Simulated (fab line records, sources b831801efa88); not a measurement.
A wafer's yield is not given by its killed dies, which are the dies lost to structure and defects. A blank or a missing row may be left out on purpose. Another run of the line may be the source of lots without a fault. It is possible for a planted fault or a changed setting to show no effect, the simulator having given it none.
Split-lot study + flow sfqLine + route with 325 steps; 5 lots, 23 wafers read

== ABOUT THE SPLIT ==
At SFQ_TRILAYER_M4_BARC_OPEN_METAL_ETCH_123 (etches BARC in O2, target depth 125 nm, time 41.7 s), the setting timeS was moved away from the recipe's 41.7 s on 11 of the 23 wafers read, by -5.8% to +14.5%. All remaining wafers had this setting at the recipe value.

The file shows no step between the split and the reading.

== THE READING ==
KrF_of_TRILAYER_M4_LITHO_COAT_093.thkNm (the simulator's own value, which no gauge read), in nm, at SFQ_TRILAYER_M4_ETCH_METAL_ETCH_096 (etches Nb in Cl2/Ar, stops on SiO2, target depth 240 nm, time 125 s). The file does not state a usual value for it. Across the 12 wafers here that went through the recipe, the average is 374.5 nm and the standard deviation 2 nm.

| wafer  | tool, chamber at the split | timeS as run, s | against the recipe | KrF_of_TRILAYER_M4_LITHO_COAT_093.thkNm, nm | against lot-mates on the recipe |
|--------|----------------------------|-----------------|--------------------|---------------------------------------------|---------------------------------|
| L077.1 | rieMetal-01, 0             | 41.7            | recipe             | 375.3                                       | -                               |
| L077.2 | rieMetal-01, 1             | 44.28           | +6.2%              | 369.3                                       | -5.6                            |
| L077.3 | rieMetal-01, 0             | 44.28           | +6.2%              | 372.7                                       | -2.2                            |
| L077.4 | rieMetal-01, 1             | 41.7            | recipe             | 374.5                                       | -                               |
| L077.6 | rieMetal-01, 0             | 44.28           | +6.2%              | 369.7                                       | -5.2                            |
| L078.1 | rieMetal-02, 1             | 41.7            | recipe             | 373.5                                       | -                               |
| L078.2 | rieMetal-02, 0             | 41.7            | recipe             | 372.2                                       | -                               |
| L078.3 | rieMetal-02, 1             | 39.28           | -5.8%              | 375.9                                       | +2.9                            |
| L078.5 | rieMetal-02, 1             | 41.7            | recipe             | 373.2                                       | -                               |
| L078.6 | rieMetal-02, 0             | 39.28           | -5.8%              | 374                                         | +1.0                            |
| L079.1 | rieMetal-01, 1             | 47.76           | +14.5%             | 365.7                                       | -11.6                           |
| L079.3 | rieMetal-01, 1             | 47.76           | +14.5%             | 365.7                                       | -11.6                           |
| L079.2 | rieMetal-01, 0             | 41.7            | recipe             | 377.4                                       | -                               |
| L079.4 | rieMetal-01, 0             | 47.76           | +14.5%             | 370.2                                       | -7.1                            |
| L079.6 | rieMetal-01, 1             | 41.7            | recipe             | 377.2                                       | -                               |
| L082.1 | rieMetal-02, 1             | 44.69           | +7.2%              | 373.7                                       | -2.9                            |
| L082.3 | rieMetal-02, 0             | 44.69           | +7.2%              | 367.8                                       | -8.8                            |
| L082.4 | rieMetal-02, 1             | 41.7            | recipe             | 376.8                                       | -                               |
| L082.5 | rieMetal-02, 1             | 41.7            | recipe             | 376.4                                       | -                               |
| L082.6 | rieMetal-02, 0             | 44.69           | +7.2%              | 369.4                                       | -7.2                            |
| L084.1 | rieMetal-01, 1             | 41.7            | recipe             | 372.1                                       | -                               |
| L084.4 | rieMetal-01, 0             | 41.7            | recipe             | 372.1                                       | -                               |
| L084.5 | rieMetal-01, 1             | 41.7            | recipe             | 372.9                                       | -                               |

THE FIT
A straight line over all 23 wafers: KrF_of_TRILAYER_M4_LITHO_COAT_093.thkNm changes by -0.461 nm for each +1% of timeS; r = -0.79; the points scatter about the line by 2.2 nm.
The same after taking each lot's own level away (the mean of its wafers on the recipe; 23 wafers): -0.668 nm for each +1%; r = -0.93; scatter 1.6 nm.
That fit puts the effect of the largest move of timeS on the reading at 9.7 nm.
Across the lots, their own levels run from 372.37 to 377.30 nm, a range of 2.5 times the standard deviation given above.
So the lot-to-lot level blurs the effect unless lot-mates are compared.
Check: for one of the wafers moved furthest among these (+14.5%), held out of the fit, the line's prediction against its lot-mates is -9.74 nm. Against them it came out at -11.6 nm.

== THE WHOLE CHAIN: every reading that the file lists as answering this split, in the file's order ==
| step                                     | what it does                                                        | reading                                                                                  | change (the file's fit)               | r (the file's) |
|------------------------------------------|---------------------------------------------------------------------|------------------------------------------------------------------------------------------|---------------------------------------|----------------|
| SFQ_TRILAYER_M4_BARC_OPEN_METAL_ETCH_123 | etches BARC in O2, target depth 125 nm, time 41.7 s                 | KrF_of_TRILAYER_M4_LITHO_COAT_093.thkNm (the simulator's own value, which no gauge read) | -0.568 nm for each +1% of the setting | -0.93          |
| SFQ_TRILAYER_M4_ETCH_METAL_ETCH_096      | etches Nb in Cl2/Ar, stops on SiO2, target depth 240 nm, time 125 s | KrF_of_TRILAYER_M4_LITHO_COAT_093.thkNm (the simulator's own value, which no gauge read) | -0.686 nm for each +1% of the setting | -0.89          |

== FILE'S OWN FIT ==
KrF_of_TRILAYER_M4_LITHO_COAT_093.thkNm changes by -0.686 nm for each +1% of timeS, r = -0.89.
